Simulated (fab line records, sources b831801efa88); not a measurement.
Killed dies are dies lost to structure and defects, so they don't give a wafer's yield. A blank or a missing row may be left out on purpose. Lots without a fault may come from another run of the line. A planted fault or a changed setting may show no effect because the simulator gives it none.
Chamber matching | flow gf180mcu | GF_V5_CMP_26 on cmp-02: 4 sister chambers
The step polishes, stops on SiO2, t overpolish 15 s, target thk 0 nm. 14 wafers are shown with their chamber, then 7 later ones without.

WAFERS WITH THEIR CHAMBER
wafer  | chamber | motor_current_A (A) | time_to_endpoint_s (s) | head_pressure_psi (psi)
L624.1 | 1       | 10.6                | 89                     | 3.498
L624.3 | 2       | 9.8                 | 95                     | 3.508
L624.6 | 0       | 11.4                | 87                     | 3.507
L625.1 | 2       | 9.8                 | 94                     | 3.505
L625.3 | 3       | 10.6                | 91                     | 3.504
L625.6 | 1       | 10.6                | 89                     | 3.509
L626.1 | 3       | 10.1                | 84                     | 3.502
L626.4 | 1       | 10.6                | 83                     | 3.505
L626.5 | 0       | 11.4                | 85                     | 3.499
L628.1 | 3       | 10.6                | 92                     | 3.494
L628.2 | 2       | 9.7                 | 92                     | 3.504
L628.6 | 0       | 11.9                | 89                     | 3.490
L629.2 | 0       | 11.7                | 89                     | 3.504
L629.3 | 1       | 10.6                | 93                     | 3.488

SIGNATURES (means of the wafers above)
reading            | chamber 0 | chamber 1 | chamber 2 | chamber 3 | scatter within a chamber
motor_current_A    | 11.600    | 10.600    | 9.767     | 10.433    | 0.188
time_to_endpoint_s | 87.50     | 88.50     | 93.67     | 89.00     | 3.24
head_pressure_psi  | 3.50000   | 3.50000   | 3.50567   | 3.50000   | 0.00696
Rule: a wafer's distance from a chamber is the root of the sum, over the readings, of the square of ((its reading less the chamber's mean) divided by the reading's scatter). The wafer belongs to the nearest chamber; if the next one is less than 2 further off, it can't be placed. The scatter: the root of (the sum of the squares of (reading less its chamber's mean) over the shown wafers, divided by (wafers less chambers)).

WAFERS WITHOUT THEIR CHAMBER
wafer  | motor_current_A (A) | time_to_endpoint_s (s) | head_pressure_psi (psi)
L629.5 | 9.9                 | 94                     | 3.505
L630.1 | 10.2                | 86                     | 3.508
L630.3 | 9.8                 | 93                     | 3.476
L630.5 | 10.3                | 85                     | 3.489
L644.1 | 9.8                 | 92                     | 3.494
L644.4 | 11.2                | 88                     | 3.495
L644.5 | 9.9                 | 87                     | 3.502

WHICH CHAMBER EACH WENT THROUGH
wafer  | from the rows above          | in truth
L629.5 | 2                            | 2
L630.1 | can't be placed: 3 or 1 or 2 | 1
L630.3 | can't be placed: 2 or 3 or 1 | 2
L630.5 | can't be placed: 3 or 1      | 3
L644.1 | can't be placed: 2 or 3      | 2
L644.4 | can't be placed: 0 or 1 or 3 | 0
L644.5 | can't be placed: 2 or 3 or 1 | 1
Placed correctly: 1 of 7. Can't be placed from these rows: 6 (the true chamber is among the candidates in 6). Placed wrongly: 0.
